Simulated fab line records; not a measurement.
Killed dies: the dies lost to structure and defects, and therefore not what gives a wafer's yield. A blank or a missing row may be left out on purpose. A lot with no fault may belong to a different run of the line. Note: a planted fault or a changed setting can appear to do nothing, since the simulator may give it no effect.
A single fault, viewed from 2 desks | flow gf180mcu | numbers are kept per desk, each desk with only its own; the story behind them comes last

FROM THE METROLOGY DESK
What the gauges read for every lot (on any tool): the sampled wafers with a number, averaged. Any lot whose mean is over 4 standard deviations away from the usual mean is out of limits and marked OUT; that distance is given in the brackets.
Columns: A = MVSD_TW at GF_MVSD_TW_MEAS_11, usual 1578; B = MVSD_RS at GF_VT_IMPLANT_RS_MEAS_46, usual 457.0 ohm/sq; C = NWELL_RS at GF_VT_IMPLANT_RS_MEAS_47, usual 487.8 ohm/sq; D = DUAL_GATE_OVL at GF_DUAL_GATE_OVL_MEAS_11, usual 0.5 nm; E = HV_LDD_CVD_56_THK at GF_HV_LDD_THK_MEAS_57, usual 89.5 nm
lot  | first seen here | A    | B               | C     | D    | E
L672 | day 4 14:50     | 1586 | 457.5           | 487.2 | -1.0 | 90.5
L675 | day 5 04:17     | 1589 | 457.3           | 488.2 | -0.8 | 89.2
L677 | day 5 19:11     | 1580 | 456.3           | 487.3 | 0.7  | 90.7
L678 | day 5 21:45     | 1548 | 458.1           | 487.8 | 0.4  | 90.1
L679 | day 6 04:29     | 1594 | 456.9           | 487.2 | -0.1 | 89.3
L680 | day 6 09:25     | 1556 | 455.4           | 486.6 | 0.6  | 90.4
L684 | day 7 06:58     | 1555 | 457.0           | 487.7 | -1.0 | 89.3
L685 | day 7 16:26     | 1586 | 455.7           | 486.3 | -0.2 | 88.9
L687 | day 8 00:58     | 1546 | 480.9 (+24) OUT | 490.8 | 2.9  | 89.6
L688 | day 8 08:01     | 1540 | 480.2 (+23) OUT | 486.7 | 0.9  | 89.7
L690 | day 8 17:26     | 1520 | 479.9 (+23) OUT | 487.1 | -0.5 | 89.4
This desk's finding: out of limits on L687, L688, L690; first on L687, day 11 16:51 (MVSD_RS at GF_VT_IMPLANT_RS_MEAS_46). L672, L675, L677, L678, L679, L680, L684, L685: within limits.

THE TOOL OWNER'S DESK: implanter-04
For each lot that ran on this tool, the mean over its sampled wafers that have a number, from the tool's own readings at GF_MVSD_IMPLANT_08. Any lot whose mean is over 4 standard deviations away from the usual mean is out of limits and marked OUT; that distance is given in the brackets.
Columns: A = beam-energy-keV at GF_MVSD_IMPLANT_08, usual 399.97
lot  | first seen here | A
L672 | day 4 14:26     | 400.06
L675 | day 5 03:53     | 399.94
L677 | day 5 18:47     | 400.11
L679 | day 6 04:05     | 400.01
L684 | day 7 06:35     | 399.83
L687 | day 8 00:36     | 312.26 (-99 or more) OUT
L688 | day 8 07:19     | 312.48 (-99 or more) OUT
L690 | day 8 17:04     | 312.17 (-99 or more) OUT
This desk's verdict: out of limits on L687, L688, L690, starting with L687 at day 8 00:36 (beam-energy-keV at GF_MVSD_IMPLANT_08). L672, L675, L677, L679, L684: within limits.

ALL TOGETHER
The tool owner's desk could have raised an alarm at day 8 00:36, on L687, L688, L690.
An alarm was possible from the metrology desk at day 11 16:51, on L687, L688, L690.
The lots listed all ran GF_MVSD_IMPLANT_08 on implanter-04.

WHAT THE SIMULATOR HAD INSERTED
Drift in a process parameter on implanter-04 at GF_MVSD_IMPLANT_08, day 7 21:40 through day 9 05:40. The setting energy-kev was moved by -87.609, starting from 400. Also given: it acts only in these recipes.
Struck lots among those shown: L687, L688, L690.
Hours from the fault's start to each desk's first reading out of limits: the tool owner's desk, 3; the metrology desk, 91.
